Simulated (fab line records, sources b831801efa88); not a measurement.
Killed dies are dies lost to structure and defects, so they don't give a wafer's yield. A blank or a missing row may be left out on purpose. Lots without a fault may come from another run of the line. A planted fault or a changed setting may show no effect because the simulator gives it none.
fab line records | flow gf180mcu
record lots=5 wafers=15 last_day=32
route steps=602 shown M1@319 V1@335
lots that met no fault: from a run of the same line without faults
start_h: hours from the record's first day to the start of the lot's first wafer shown | wait_h: hours since the lot's step before | " the same as in the row above | L1.1+2: a row that stands for several wafers | - no value, or no start given | * or withheld: withheld | < > ~ a bound
route shown NAME@n: a module of which the file shows steps, and the number in the route of the first | usual: mean/standard deviation of fault-free wafers | same: alike in all rows | chamber/n: place in a boat | sites: the reading at each site | _std_site: their standard deviation | _edge_site: outer sites' mean less inner sites' | radius_mm: how far each site lies from the wafer's centre | mask NAME#n: copy n | behind: the tool/chamber that last shaped the wafer | hold: why the lot was held/for how many hours/how that ended | device: the transistor (n, p or np) that didn't switch | end of line: the same wafers' tests at the end of the route | a step without rows: its recipe alone | killed: dies lost to structure and defects at the first sort, not the wafer's yield | map: a wafer's dies, x killed, . not, _ none there
set.NAME: the setting as run; set.NAME@STEP: as run at that earlier step | model.NAME: the simulator's own value behind a step, which no gauge read
lots at some steps of the route; a table a step, a row a wafer
services: from which hour (start_h, from the record's first day; less than 0 if before it) a tool's chamber was out of use, for how many hours, and why
## steps
# step GF_M1_SPUTTER_04
# recipe material=TiN target_thk_nm=50 power_w=6500 time_s=41.7 chamber_pressure_pa=0.4
# usual throttle_valve_pct=29.6/0.89
# columns lot.wafer tool chamber start_h wait_h throttle_valve_pct
L076.4 pvd_sputter-04 - 376.00 0.0 30.0
L076.5 " - " " 29.3
L076.6 " - " " 29.7
L079.1 pvd_sputter-03 - 404.25 0.0 29.4
L079.5 " - " " 29.9
L079.6 " - " " 29.8
L081.1 pvd_sputter-04 - 428.10 0.0 29.8
L081.3 " - " " 30.2
L081.5 " - " " 29.0
L082.1 pvd_sputter-03 - 433.40 0.0 29.8
L082.4 " - " " 32.1
L082.5 " - " " 29.7
L088.2 pvd_sputter-04 - 485.57 0.0 29.7
L088.3 " - " " 29.5
L088.5 " - " " 29.6
# step GF_M1_RS_MEAS_05
# recipe thk_meas_gauge=four-point-probe reads=TiN_of_M1_SPUTTER_04+Ti_of_M1_SPUTTER_03+AlCu_of_M1_SPUTTER_02+TiN_of_M1_SPUTTER_01+Ti_of_M1_SPUTTER_00
# usual M1_ALCU_RS=0.0696/0.00063
# columns lot.wafer tool chamber start_h wait_h M1_ALCU_RS[ohm/sq]
L076.4 film_metro-01 - 376.08 0.1 0.0697
L076.5 " - " " 0.0697
L076.6 " - " " 0.0706
L079.1 film_metro-01 - 404.29 0.0 0.0702
L079.5 " - " " 0.0696
L079.6 " - " " 0.0699
L081.1 film_metro-01 - 428.16 0.0 0.0691
L081.3 " - " " 0.0690
L081.5 " - " " 0.0696
L082.1 film_metro-04 - 433.44 0.0 0.0693
L082.4 " - " " 0.0703
L082.5 " - " " 0.0695
L088.2 film_metro-04 - 485.64 0.0 0.0691
L088.3 " - " " 0.0703
L088.5 " - " " 0.0697
# step GF_M1_THK_MEAS_06
# recipe thk_meas_gauge=xrf reads=AlCu_of_M1_SPUTTER_02
# usual M1_ALCU_THK=446/4.4
# columns lot.wafer tool chamber start_h wait_h M1_ALCU_THK[nm]
L076.4 film_metro-01 - 376.17 0.1 440
L076.5 " - " " 441
L076.6 " - " " 438
L079.1 film_metro-01 - 404.41 0.1 443
L079.5 " - " " 444
L079.6 " - " " 446
L081.1 film_metro-01 - 428.28 0.1 449
L081.3 " - " " 449
L081.5 " - " " 446
L082.1 film_metro-04 - 433.56 0.1 449
L082.4 " - " " 443
L082.5 " - " " 446
L088.2 film_metro-04 - 485.75 0.1 451
L088.3 " - " " 443
L088.5 " - " " 447
# step GF_M1_DEHYDRATE_07
# recipe temp_c=200 time_s=60
# usual heater_power_total_W=160.37/0.13
# columns lot.wafer tool chamber start_h wait_h heater_power_total_W
L076.4 litho_track-02 0 387.19 11.0 160.29
L076.5 " 0 " " 160.45
L076.6 " 0 " " 160.51
L079.1 litho_track-04 0 415.19 10.8 160.43
L079.5 " 0 " " 160.45
L079.6 " 0 " " 160.42
L081.1 litho_track-03 0 439.73 11.4 160.47
L081.3 " 0 " " 160.24
L081.5 " 0 " " 160.23
L082.1 litho_track-02 0 444.72 11.1 160.21
L082.4 " 0 " " 160.15
L082.5 " 0 " " 160.27
L088.2 litho_track-04 0 496.86 11.1 160.27
L088.3 " 0 " " 160.21
L088.5 " 0 " " 160.60
# step GF_M1_HMDS_08
# recipe prime_time_s=60 prime_temp_c=120
# columns lot.wafer tool chamber start_h wait_h
L076.4+5+6 litho_track-02 0 387.34 0.1
L079.1+5+6 litho_track-04 0 415.34 0.1
L081.1+3+5 litho_track-03 0 439.88 0.1
L082.1+4+5 litho_track-02 0 444.87 0.1
L088.2+3+5 litho_track-04 0 497.01 0.1
# step GF_M1_COAT_09
# recipe resist=KrF spin_rpm=withheld resist_thk_nm=1000
# columns lot.wafer tool chamber start_h wait_h
L076.4+5+6 litho_track-02 0 387.49 0.1
L079.1+5+6 litho_track-04 0 415.49 0.1
L081.1+3+5 litho_track-03 0 440.03 0.1
L082.1+4+5 litho_track-02 0 445.02 0.1
L088.2+3+5 litho_track-04 0 497.16 0.1
# step GF_M1_SOFTBAKE_10
# recipe temp_c=130 time_s=60 resist=KrF
# usual heater_power_total_W=93.05/0.061
# columns lot.wafer tool chamber start_h wait_h heater_power_total_W
L076.4 litho_track-02 0 387.64 0.1 93.12
L076.5 " 0 " " 93.16
L076.6 " 0 " " 93.07
L079.1 litho_track-04 0 415.64 0.1 93.09
L079.5 " 0 " " 92.94
L079.6 " 0 " " 93.02
L081.1 litho_track-03 0 440.18 0.1 93.08
L081.3 " 0 " " 92.90
L081.5 " 0 " " 93.06
L082.1 litho_track-02 0 445.17 0.1 93.07
L082.4 " 0 " " 92.94
L082.5 " 0 " " 93.06
L088.2 litho_track-04 0 497.31 0.1 93.05
L088.3 " 0 " " 93.04
L088.5 " 0 " " 93.09
# step GF_M1_EXPOSE_11
# recipe mask_id=Metal1 target_cd_nm=230 na=0.68 source_shape=conventional sigma_outer=0.6 dose_mj=28
# columns lot.wafer tool chamber start_h wait_h mask
L076.4+5+6 krf_scanner-01 0 - - Metal1#0
L079.1+5+6 krf_scanner-02 0 - - Metal1#0
L081.1+3+5 krf_scanner-01 0 - - Metal1#0
L082.1+4+5 krf_scanner-02 0 - - Metal1#0
L088.2+3+5 krf_scanner-01 0 - - Metal1#0
# step GF_M1_PEB_12
# recipe peb_temp_c=135 peb_time_s=90 resist=KrF
# usual heater_power_total_W=85.69/0.081
# columns lot.wafer tool chamber start_h wait_h heater_power_total_W
L076.4 litho_track-03 0 - - 85.77
L076.5 " 0 " " 85.79
L076.6 " 0 " " 85.70
L079.1 litho_track-04 0 - - 85.62
L079.5 " 0 " " 85.72
L079.6 " 0 " " 85.70
L081.1 litho_track-04 0 - - 85.71
L081.3 " 0 " " 85.66
L081.5 " 0 " " 85.79
L082.1 litho_track-02 0 - - 85.78
L082.4 " 0 " " 85.69
L082.5 " 0 " " 85.65
L088.2 litho_track-04 0 - - 85.71
L088.3 " 0 " " 85.65
L088.5 " 0 " " 85.58
# step GF_M1_DEVELOP_13
# recipe develop_time_s=60 dev_temp_c=21
# columns lot.wafer tool chamber start_h wait_h
L076.4+5+6 litho_track-03 0 398.40 0.1
L079.1+5+6 litho_track-04 0 426.79 0.2
L081.1+3+5 litho_track-04 0 451.89 0.2
L082.1+4+5 litho_track-02 0 457.77 0.2
L088.2+3+5 litho_track-04 0 509.46 0.2
# step GF_M1_CD_MEAS_14
# recipe target_cd_nm=230
# usual cd_nm=230.0/1.2
# columns lot.wafer tool chamber start_h wait_h cd_nm
L076.4 cd_sem-01 - 398.54 0.1 231.0
L076.5 " - " " 231.4
L076.6 " - " " 230.5
L079.1 cd_sem-01 - 426.94 0.1 229.1
L079.5 " - " " 230.1
L079.6 " - " " 229.9
L081.1 cd_sem-02 - 452.04 0.1 227.0
L081.3 " - " " 227.8
L081.5 " - " " 227.1
L082.1 cd_sem-02 - 457.92 0.1 230.7
L082.4 " - " " 229.0
L082.5 " - " " 230.0
L088.2 cd_sem-01 - 509.61 0.1 231.7
L088.3 " - " " 231.7
L088.5 " - " " 231.6
# step GF_M1_OVL_MEAS_15
# usual M1_OVL=0/4.5
# columns lot.wafer tool chamber start_h wait_h M1_OVL[nm]
L076.4 overlay-02 - 398.61 0.1 3
L076.5 " - " " -2
L076.6 " - " " -1
L079.1 overlay-02 - 427.06 0.1 -12
L079.5 " - " " -11
L079.6 " - " " -1
L081.1 overlay-02 - 452.16 0.1 1
L081.3 " - " " 3
L081.5 " - " " 2
L082.1 overlay-01 - 458.04 0.1 -5
L082.4 " - " " -2
L082.5 " - " " -5
L088.2 overlay-01 - 509.71 0.1 1
L088.3 " - " " -1
L088.5 " - " " 8
# step GF_M1_METAL_ETCH_16
# recipe chemistry=Cl2/BCl3 mask_material=KrF target_depth_nm=750.8 stop_on=SiO2 pressure_mtorr=8 icp_w=800 bias_w=140 Cl2_flow_sccm=80 bcl3_flow_sccm=40 time_s=125.1
# usual drypump_motor_current_A=5.58/0.26 mfc_cl2_sccm=80.00/0.25 oes_product_au=0.989/0.0062 rf_fwd_power_W=796.3/2.7 throttle_valve_pct=28.232/0.0098
# columns lot.wafer tool chamber start_h wait_h drypump_motor_current_A mfc_cl2_sccm oes_product_au rf_fwd_power_W rf_hours_counter_h throttle_valve_pct
L076.4 rie_metal-01 0 398.68 0.1 5.53 79.94 1.003 797.0 - 28.244
L076.5 " 1 " " 5.49 79.86 0.988 790.4 - 28.225
L076.6 " 0 " " 5.51 80.29 0.986 792.4 - 28.212
L079.1 rie_metal-02 1 427.10 0.0 5.47 79.62 0.998 798.8 4 28.215
L079.5 " 1 " " 5.54 79.51 0.990 799.5 - 28.242
L079.6 " 1 " " 5.49 79.95 0.979 796.7 - 28.219
L081.1 rie_metal-02 0 452.19 0.0 6.03 79.72 0.982 793.5 0 28.225
L081.3 " 1 " " 5.51 80.19 0.982 797.4 - 28.226
L081.5 " 1 " " 5.50 79.72 0.984 802.2 - 28.230
L082.1 rie_metal-01 1 458.07 0.0 5.51 79.69 0.983 797.3 12 28.239
L082.4 " 1 " " 5.49 79.93 0.991 796.6 - 28.237
L082.5 " 1 " " 5.53 79.59 0.987 795.6 - 28.234
L088.2 rie_metal-02 0 509.74 0.0 6.06 80.21 0.995 796.0 2 28.229
L088.3 " 1 " " 5.48 80.00 0.986 798.5 - 28.232
L088.5 " 1 " " 5.48 80.00 0.985 800.8 - 28.230
# step GF_M1_STRIP_17
# recipe chemistry=O2/N2 power_w=1400 pressure_mtorr=1500 platen_temp_c=250 o2_flow_sccm=3000 n2_flow_sccm=300 overash_fraction=0.5
# usual drypump_motor_current_A=5.37/0.25 heater_power_w=302/27 oes_product_au=0.538/0.0051 platen_temp_c=249.97/0.19 strip_time_to_endpoint_s=7.40/0.046
# columns lot.wafer tool chamber start_h wait_h drypump_motor_current_A heater_power_w oes_product_au platen_temp_c rf_hours_counter_h strip_time_to_endpoint_s
L076.4 plasma_asher-03 0 398.79 0.1 5.54 294 0.539 249.82 - 7.43
L076.5 " 1 " " 5.52 311 0.542 250.02 - 7.40
L076.6 " 0 " " 5.54 295 0.547 250.02 - 7.44
L079.1 plasma_asher-03 0 427.35 0.2 5.54 299 0.543 250.20 67 7.39
L079.5 " 0 " " 5.54 298 0.534 250.14 - 7.36
L079.6 " 1 " " 5.52 303 0.536 249.74 - 7.41
L081.1 plasma_asher-04 1 452.32 0.1 5.09 288 0.544 250.12 2 7.44
L081.3 " 0 " " 4.95 355 0.538 250.23 - 7.48
L081.5 " 0 " " 4.94 362 0.541 249.80 - 7.46
L082.1 plasma_asher-02 0 458.20 0.1 5.65 265 0.535 249.99 36 7.39
L082.4 " 0 " " 5.66 263 0.535 249.80 - 7.36
L082.5 " 0 " " 5.68 266 0.537 250.07 - 7.38
L088.2 plasma_asher-03 0 509.87 0.1 5.54 293 0.532 249.81 76 7.37
L088.3 " 0 " " 5.56 294 0.538 249.87 - 7.39
L088.5 " 1 " " 5.50 302 0.548 249.74 - 7.42
# step GF_M1_STRIP_18
# recipe chemistry=post_etch_residue_remover time_s=1200 temp_c=72.5
# columns lot.wafer tool chamber start_h wait_h
L076.4+5+6 wet_bench-01 3 398.86 0.0
L079.1+5+6 wet_bench-01 3 427.45 0.1
L081.1+3+5 wet_bench-03 2 452.42 0.1
L082.1+4+5 wet_bench-01 3 458.30 0.1
L088.2+3+5 wet_bench-02 0 509.97 0.1
# step GF_M1_CLEAN_19
# recipe chemistry=DIW dry=n2_spin
# columns lot.wafer tool chamber start_h wait_h
L076.4+5+6 wet_bench-02 1 399.23 0.0
L079.1+5+6 wet_bench-02 3 427.80 0.0
L081.1+3+5 wet_bench-03 3 453.11 0.0
L082.1+4+5 wet_bench-01 3 458.64 0.0
L088.2+3+5 wet_bench-02 1 510.31 0.0
# step GF_V1_CVD_00
# recipe material=SiO2 target_thk_nm=600 sigma_open_frac=0.3 temp_c=400 time_s=100 sih4_flow_sccm=60 pressure_mtorr=6
# columns lot.wafer tool chamber start_h wait_h
L076.4+5+6 hdpcvd-02 0,2,1 399.36 0.0
L079.1+5+6 hdpcvd-02 0,2,1 427.90 0.0
L081.1+3+5 hdpcvd-02 0,2,2 453.20 0.0
L082.1+4+5 hdpcvd-01 1,1,0 458.74 0.0
L088.2+3+5 hdpcvd-01 0,2,1 510.41 0.0
# step GF_V1_THK_MEAS_01
# recipe reads=SiO2_of_V1_CVD_00
# usual V1_CVD_00_THK=604/6.6
# columns lot.wafer tool chamber start_h wait_h V1_CVD_00_THK[nm]
L076.4 film_metro-01 - 399.43 0.0 599
L076.5 " - " " 608
L076.6 " - " " 595
L079.1 film_metro-02 - 427.97 0.0 604
L079.5 " - " " 619
L079.6 " - " " 608
L081.1 film_metro-01 - 453.27 0.0 596
L081.3 " - " " 606
L081.5 " - " " 612
L082.1 film_metro-02 - 458.81 0.0 599
L082.4 " - " " 599
L082.5 " - " " 610
L088.2 film_metro-01 - 510.49 0.0 615
L088.3 " - " " 602
L088.5 " - " " 613
# step GF_V1_CVD_02
# recipe material=SiO2 target_thk_nm=850 precursor=TEOS temp_c=400 time_s=94.851 rf_w=600
# usual heater_power_w=648/120 rf_fwd_power_W=596.4/1.7
# columns lot.wafer tool chamber start_h wait_h heater_power_w rf_fwd_power_W since_wet_clean_h
L076.4 pecvd-03 0 399.49 0.1 615 597.5 -
L076.5 " 1 " " 519 598.2 -
L076.6 " 2 " " 623 596.7 -
L079.1 pecvd-03 1 428.03 0.1 534 592.2 462
L079.5 " 2 " " 687 599.4 -
L079.6 " 0 " " 528 596.3 -
L081.1 pecvd-04 1 453.33 0.1 850 598.3 695
L081.3 " 0 " " 565 597.3 695
L081.5 " 2 " " 654 596.3 -
L082.1 pecvd-04 1 458.87 0.1 905 595.7 701
L082.4 " 2 " " 579 597.9 -
L082.5 " 1 " " 910 596.4 -
L088.2 pecvd-02 0 510.54 0.0 675 597.1 336
L088.3 " 1 " " 602 599.4 336
L088.5 " 2 " " 670 594.8 -
# step GF_V1_THK_MEAS_03
# recipe reads=SiO2_of_V1_CVD_02
# usual V1_CVD_02_THK=851/11
# columns lot.wafer tool chamber start_h wait_h V1_CVD_02_THK[nm]
L076.4 film_metro-01 - 399.56 0.0 851
L076.5 " - " " 866
L076.6 " - " " 854
L079.1 film_metro-01 - 428.10 0.0 863
L079.5 " - " " 864
L079.6 " - " " 848
L081.1 film_metro-02 - 453.40 0.0 825
L081.3 " - " " 831
L081.5 " - " " 848
L082.1 film_metro-02 - 458.94 0.0 826
L082.4 " - " " 846
L082.5 " - " " 843
L088.2 film_metro-01 - 510.62 0.0 841
L088.3 " - " " 828
L088.5 " - " " 852
# step GF_V1_CMP_04
# recipe material=SiO2 down_force_psi=4 platen_rpm=60 pad_velocity_m_s=0.94248
# usual motor_current_A=11.7/0.71 slurry_filter_dp_kPa=13.49/0.13 time_to_endpoint_s=79/5.2
# columns lot.wafer tool chamber start_h wait_h motor_current_A slurry_filter_dp_kPa time_to_endpoint_s
L076.4 cmp-01 3 399.64 0.1 11.5 13.46 75
L076.5 " 2 " " 11.9 13.67 83
L076.6 " 3 " " 11.7 13.38 77
L079.1 cmp-02 3 428.21 0.1 10.8 13.57 83
L079.5 " 2 " " 11.6 13.53 79
L079.6 " 3 " " 11.4 13.51 76
L081.3 cmp-01 3 453.46 0.0 11.5 13.50 66
L081.1 " 0 " " 12.5 13.60 71
L081.5 " 3 " " 11.7 13.64 72
L082.1 cmp-01 0 459.05 0.1 12.4 13.51 75
L082.4 " 2 " " 11.2 13.45 83
L082.5 " 0 " " 12.7 13.49 79
L088.3 cmp-01 0 510.72 0.1 12.6 13.49 76
L088.2 " 1 " " 11.2 13.36 77
L088.5 " 0 " " 13.3 13.64 85
# step GF_V1_BOW_MEAS_05
# recipe mode=bow
# usual V1_BOW=82/8
# columns lot.wafer tool chamber start_h wait_h V1_BOW[um]
L076.4 film_metro-01 - 399.95 0.3 91
L076.5 " - " " 81
L076.6 " - " " 81
L079.1 film_metro-02 - 428.46 0.2 81
L079.5 " - " " 80
L079.6 " - " " 86
L081.1 film_metro-02 - 453.76 0.2 81
L081.3 " - " " 86
L081.5 " - " " 88
L082.1 film_metro-02 - 459.30 0.2 64
L082.4 " - " " 75
L082.5 " - " " 84
L088.2 film_metro-01 - 510.99 0.2 80
L088.3 " - " " 85
L088.5 " - " " 86
# step GF_V1_DEHYDRATE_06
# recipe temp_c=200 time_s=60
# usual heater_power_total_W=160.38/0.12
# columns lot.wafer tool chamber start_h wait_h heater_power_total_W
L076.4 litho_track-04 0 410.76 10.8 160.31
L076.5 " 0 " " 160.50
L076.6 " 0 " " 160.30
L079.1 litho_track-03 0 440.33 11.8 160.53
L079.5 " 0 " " 160.37
L079.6 " 0 " " 160.43
L081.1 litho_track-03 0 465.38 11.6 160.41
L081.3 " 0 " " 160.36
L081.5 " 0 " " 160.34
L082.1 litho_track-03 0 470.28 11.0 160.27
L082.4 " 0 " " 160.50
L082.5 " 0 " " 160.49
L088.2 litho_track-04 0 521.76 10.8 160.43
L088.3 " 0 " " 160.38
L088.5 " 0 " " 160.17
# step GF_V1_HMDS_07
# recipe prime_time_s=60 prime_temp_c=120
# columns lot.wafer tool chamber start_h wait_h
L076.4+5+6 litho_track-04 0 410.91 0.1
L079.1+5+6 litho_track-03 0 440.48 0.1
L081.1+3+5 litho_track-03 0 465.53 0.1
L082.1+4+5 litho_track-03 0 470.43 0.1
L088.2+3+5 litho_track-04 0 521.91 0.1
# step GF_V1_COAT_08
# recipe resist=BARC temp_c=withheld time_s=withheld spin_rpm=withheld resist_thk_nm=withheld
# columns lot.wafer tool chamber start_h wait_h
L076.4+5+6 litho_track-04 0 411.06 0.1
L079.1+5+6 litho_track-03 0 440.63 0.1
L081.1+3+5 litho_track-03 0 465.68 0.1
L082.1+4+5 litho_track-03 0 470.58 0.1
L088.2+3+5 litho_track-04 0 522.06 0.1
# step GF_V1_COAT_09
# recipe resist=KrF spin_rpm=withheld resist_thk_nm=1000
# columns lot.wafer tool chamber start_h wait_h
L076.4+5+6 litho_track-04 0 - -
L079.1+5+6 litho_track-03 0 - -
L081.1+3+5 litho_track-03 0 - -
L082.1+4+5 litho_track-03 0 - -
L088.2+3+5 litho_track-04 0 - -
# step GF_V1_SOFTBAKE_10
# recipe temp_c=130 time_s=61.55 resist=KrF
# usual heater_power_total_W=93.04/0.078 plate_sensor_t_centre_C=131.01/0.01 plate_sensor_t_edge_C=131.21/0.0098 softbake_temp_c=130.00/0.15
# columns lot.wafer tool chamber start_h wait_h heater_power_total_W plate_sensor_t_centre_C plate_sensor_t_edge_C softbake_temp_c
L076.4 litho_track-04 0 - - 93.01 131.02 131.2 130.16
L076.5 " 0 " " 92.87 131.02 131.2 129.99
L076.6 " 0 " " 93.05 131.01 131.2 130.15
L079.1 litho_track-03 0 - - 93.10 131.01 131.22 130.08
L079.5 " 0 " " 93.13 131.02 131.21 130.22
L079.6 " 0 " " 93.09 131 131.22 130.02
L081.1 litho_track-03 0 - - 92.97 131.02 131.21 130.05
L081.3 " 0 " " 92.98 131 131.24 129.88
L081.5 " 0 " " 93.13 131.01 131.2 129.89
L082.1 litho_track-03 0 - - 93.02 131.01 131.23 129.96
L082.4 " 0 " " 92.85 131.01 131.21 129.89
L082.5 " 0 " " 92.97 131.03 131.21 129.94
L088.2 litho_track-04 0 - - 93.04 131.03 131.2 130.05
L088.3 " 0 " " 93.08 131.02 131.21 129.84
L088.5 " 0 " " 92.95 131.02 131.22 130.10
# step GF_V1_EXPOSE_11
# recipe mask_id=Via1 target_cd_nm=260 na=0.68 source_shape=conventional sigma_outer=0.6 dose_mj=38
# columns lot.wafer tool chamber start_h wait_h mask
L076.4+5+6 krf_scanner-02 0 - - Via1#0
L079.1+5+6 krf_scanner-01 0 - - Via1#0
L081.1+3+5 krf_scanner-01 0 - - Via1#0
L082.1+4+5 krf_scanner-01 0 - - Via1#0
L088.2+3+5 krf_scanner-02 0 - - Via1#0
# step GF_V1_PEB_12
# recipe peb_temp_c=135 peb_time_s=90 resist=KrF
# usual heater_power_total_W=85.70/0.078
# columns lot.wafer tool chamber start_h wait_h heater_power_total_W
L076.4 litho_track-04 0 - - 85.75
L076.5 " 0 " " 85.67
L076.6 " 0 " " 85.73
L079.1 litho_track-04 0 - - 85.72
L079.5 " 0 " " 85.83
L079.6 " 0 " " 85.59
L081.1 litho_track-04 0 - - 85.64
L081.3 " 0 " " 85.70
L081.5 " 0 " " 85.85
L082.1 litho_track-04 0 - - 85.59
L082.4 " 0 " " 85.55
L082.5 " 0 " " 85.81
L088.2 litho_track-04 0 - - 85.58
L088.3 " 0 " " 85.65
L088.5 " 0 " " 85.60
# step GF_V1_DEVELOP_13
# recipe develop_time_s=60 resist=KrF dev_temp_c=21
# columns lot.wafer tool chamber start_h wait_h
L076.4+5+6 litho_track-04 0 422.56 0.1
L079.1+5+6 litho_track-04 0 452.24 0.2
L081.1+3+5 litho_track-04 0 478.29 0.2
L082.1+4+5 litho_track-04 0 482.84 0.2
L088.2+3+5 litho_track-04 0 533.36 0.2
# step GF_V1_CD_MEAS_14
# recipe target_cd_nm=260
# usual cd_nm=259.8/1.3
# columns lot.wafer tool chamber start_h wait_h cd_nm
L076.4 cd_sem-02 - 422.70 0.1 261.2
L076.5 " - " " 261.7
L076.6 " - " " 261.6
L079.1 cd_sem-01 - 452.39 0.1 259.0
L079.5 " - " " 260.6
L079.6 " - " " 258.9
L081.1 cd_sem-01 - 478.44 0.1 257.8
L081.3 " - " " 258.3
L081.5 " - " " 257.5
L082.1 cd_sem-02 - 482.99 0.1 261.3
L082.4 " - " " 261.5
L082.5 " - " " 261.2
L088.2 cd_sem-01 - 533.51 0.1 260.7
L088.3 " - " " 260.1
L088.5 " - " " 260.7
# step GF_V1_OVL_MEAS_15
# usual V1_OVL=-5/5.1
# columns lot.wafer tool chamber start_h wait_h V1_OVL[nm]
L076.4 overlay-02 - 422.78 0.1 -6
L076.5 " - " " 2
L076.6 " - " " -5
L079.1 overlay-02 - 452.51 0.1 -7
L079.5 " - " " -5
L079.6 " - " " 2
L081.1 overlay-01 - 478.56 0.1 -3
L081.3 " - " " -3
L081.5 " - " " 0
L082.1 overlay-01 - 483.11 0.1 -12
L082.4 " - " " -3
L082.5 " - " " -7
L088.2 overlay-02 - 533.61 0.1 -3
L088.3 " - " " -10
L088.5 " - " " -12
# step GF_V1_ETCH_16
# recipe chemistry=N2/H2 target_depth_a=withheld overetch_a=withheld time_s=withheld target=BARC ion_energy_ev=200 source_w=500 bias_w=100 pressure_mtorr=30 n2_flow_sccm=100 h2_flow_sccm=200
# usual drypump_motor_current_A=5.6/0.53 oes_product_au=0.855/0.0047 rf_fwd_power_W=494.9/2 throttle_valve_pct=13.225/0.0097
# columns lot.wafer tool chamber start_h wait_h drypump_motor_current_A oes_product_au rf_fwd_power_W throttle_valve_pct
L076.4 rie_diel-04 3 422.80 0.0 5.4 0.862 494.4 13.226
L076.5 " 0 " " 4.9 0.854 495.2 13.207
L076.6 " 3 " " 5.4 0.849 497.2 13.230
L079.1 rie_diel-04 2 452.54 0.0 5.8 0.849 493.2 13.234
L079.5 " 3 " " 5.4 0.861 498.1 13.218
L079.6 " 0 " " 4.9 0.849 494.9 13.239
L081.1 rie_diel-04 1 478.59 0.0 6.0 0.856 495.4 13.226
L081.3 " 2 " " 5.8 0.855 491.9 13.219
L081.5 " 0 " " 4.8 0.863 490.6 13.217
L082.1 rie_diel-04 0 483.14 0.0 4.9 0.859 496.5 13.233
L082.4 " 1 " " 6.1 0.854 497.1 13.239
L082.5 " 2 " " 5.8 0.857 493.7 13.231
L088.2 rie_diel-04 1 533.64 0.0 6.0 0.858 494.3 13.232
L088.3 " 2 " " 5.8 0.845 493.7 13.212
L088.5 " 3 " " 5.5 0.857 496.2 13.207
# step GF_V1_ETCH_17
# recipe chemistry=C4F8/O2/Ar mask_material=KrF target=SiO2 stop_on=TiN source_w=1500 bias_w=1200 pressure_mtorr=40 c4f8_flow_sccm=withheld O2_flow_sccm=6 Ar_flow_sccm=300 time_s=withheld target_depth_a=6300
# usual oes_product_au=0.855/0.0049 rf_fwd_power_W=1493/5.1
# columns lot.wafer tool chamber start_h wait_h oes_product_au rf_fwd_power_W
L076.4 rie_diel-04 3 - - 0.861 1499
L076.5 " 0 " " 0.857 1497
L076.6 " 3 " " 0.849 1496
L079.1 rie_diel-04 2 - - 0.862 1488
L079.5 " 3 " " 0.854 1497
L079.6 " 0 " " 0.849 1501
L081.1 rie_diel-04 1 - - 0.854 1491
L081.3 " 2 " " 0.861 1483
L081.5 " 0 " " 0.856 1493
L082.1 rie_diel-04 0 - - 0.864 1493
L082.4 " 1 " " 0.858 1502
L082.5 " 2 " " 0.851 1492
L088.2 rie_diel-04 1 - - 0.860 1498
L088.3 " 2 " " 0.856 1492
L088.5 " 3 " " 0.852 1494
# step GF_V1_STRIP_18
# recipe chemistry=O2/N2 power_w=1400 pressure_mtorr=1500 platen_temp_c=250 o2_flow_sccm=3000 n2_flow_sccm=300 overash_fraction=0.5
# usual drypump_motor_current_A=5.5/0.57 heater_power_w=317/23 oes_product_au=0.592/0.0051 platen_temp_c=249.98/0.18
# columns lot.wafer tool chamber start_h wait_h drypump_motor_current_A heater_power_w oes_product_au platen_temp_c rf_hours_counter_h
L076.4 plasma_asher-01 1 422.96 - 5.3 340 0.592 250.03 -
L076.5 " 0 " " 6.6 303 0.593 250.18 -
L076.6 " 1 " " 5.3 335 0.591 250.09 -
L079.1 plasma_asher-04 1 452.67 - 5.1 302 0.583 250.15 2
L079.5 " 0 " " 4.9 365 0.591 250.07 -
L079.6 " 1 " " 5.1 294 0.597 250.05 -
L081.1 plasma_asher-03 1 478.72 - 5.5 305 0.591 250.20 73
L081.3 " 0 " " 5.6 292 0.593 250.11 -
L081.5 " 0 " " 5.5 292 0.600 249.74 -
L082.1 plasma_asher-01 0 483.27 - 6.6 306 0.595 249.80 85
L082.4 " 1 " " 5.3 326 0.585 250.08 -
L082.5 " 1 " " 5.3 340 0.589 249.77 -
L088.2 plasma_asher-04 0 533.77 - 5.0 349 0.587 249.97 10
L088.3 " 0 " " 5.0 356 0.592 249.86 -
L088.5 " 0 " " 5.0 364 0.583 249.98 -
# step GF_V1_STRIP_19
# recipe chemistry=post_etch_residue_remover time_s=1200 temp_c=72.5
# columns lot.wafer tool chamber start_h wait_h
L076.4+5+6 wet_bench-04 2 423.02 0.0
L079.1+5+6 wet_bench-02 1 452.77 0.1
L081.1+3+5 wet_bench-01 3 478.82 0.1
L082.1+4+5 wet_bench-01 2 483.37 0.1
L088.2+3+5 wet_bench-01 0 533.87 0.1
# step GF_V1_CLEAN_20
# recipe chemistry=DIW dry=n2_spin
# columns lot.wafer tool chamber start_h wait_h
L076.4+5+6 wet_bench-01 1 423.37 0.0
L079.1+5+6 wet_bench-04 0 453.15 0.0
L081.1+3+5 wet_bench-02 2 479.16 0.0
L082.1+4+5 wet_bench-02 1 483.75 0.0
L088.2+3+5 wet_bench-02 2 534.21 0.0
# step GF_V1_SPUTTER_21
# recipe material=Ti target_thk_nm=15 chamber_pressure_pa=5 power_w=2500 substrate_temp_c=200 time_s=80.02
# usual throttle_valve_pct=29.8/1.1
# columns lot.wafer tool chamber start_h wait_h throttle_valve_pct
L076.4 pvd_sputter-01 - 423.46 0.0 29.8
L076.5 " - " " 30.0
L076.6 " - " " 29.8
L079.1 pvd_sputter-03 - 453.24 0.0 29.6
L079.5 " - " " 29.7
L079.6 " - " " 32.0
L081.1 pvd_sputter-03 - 479.26 0.0 29.7
L081.3 " - " " 29.3
L081.5 " - " " 29.3
L082.1 pvd_sputter-01 - 483.85 0.0 29.4
L082.4 " - " " 29.8
L082.5 " - " " 29.9
L088.2 pvd_sputter-03 - 534.31 0.0 31.8
L088.3 " - " " 29.1
L088.5 " - " " 29.0
## services
# columns tool chamber start_h hours kind
plasma_asher-03 - 356.29 1.5 repair
pvd_sputter-04 - 361.37 2.1 repair
plasma_asher-03 - 361.43 0.4 repair
plasma_asher-04 - 366.67 10.9 repair
rie_diel-04 - 369.09 2.8 pm
krf_scanner-02 - 382.43 1.0 pm
rie_diel-04 3 391.82 12.9 repair
krf_scanner-01 - 394.58 1.3 pm
krf_scanner-01 - 399.89 1.4 repair
krf_scanner-01 - 401.98 1.0 pm
cmp-01 - 404.01 3.4 pm
krf_scanner-01 - 406.74 0.8 pm
plasma_asher-04 - 412.30 5.2 repair
krf_scanner-01 - 417.62 4.4 pm
plasma_asher-03 - 450.81 1.3 repair
krf_scanner-02 - 458.86 9.2 repair
wet_bench-01 - 463.72 2.9 repair
krf_scanner-02 - 468.05 0.8 pm
rie_diel-04 3 470.39 23.6 repair
krf_scanner-02 - 486.91 0.8 pm
krf_scanner-02 - 495.00 1.3 pm
krf_scanner-02 - 504.03 6.2 repair
plasma_asher-03 - 517.16 15.6 pm
krf_scanner-01 - 530.88 0.2 repair
## key
fault none
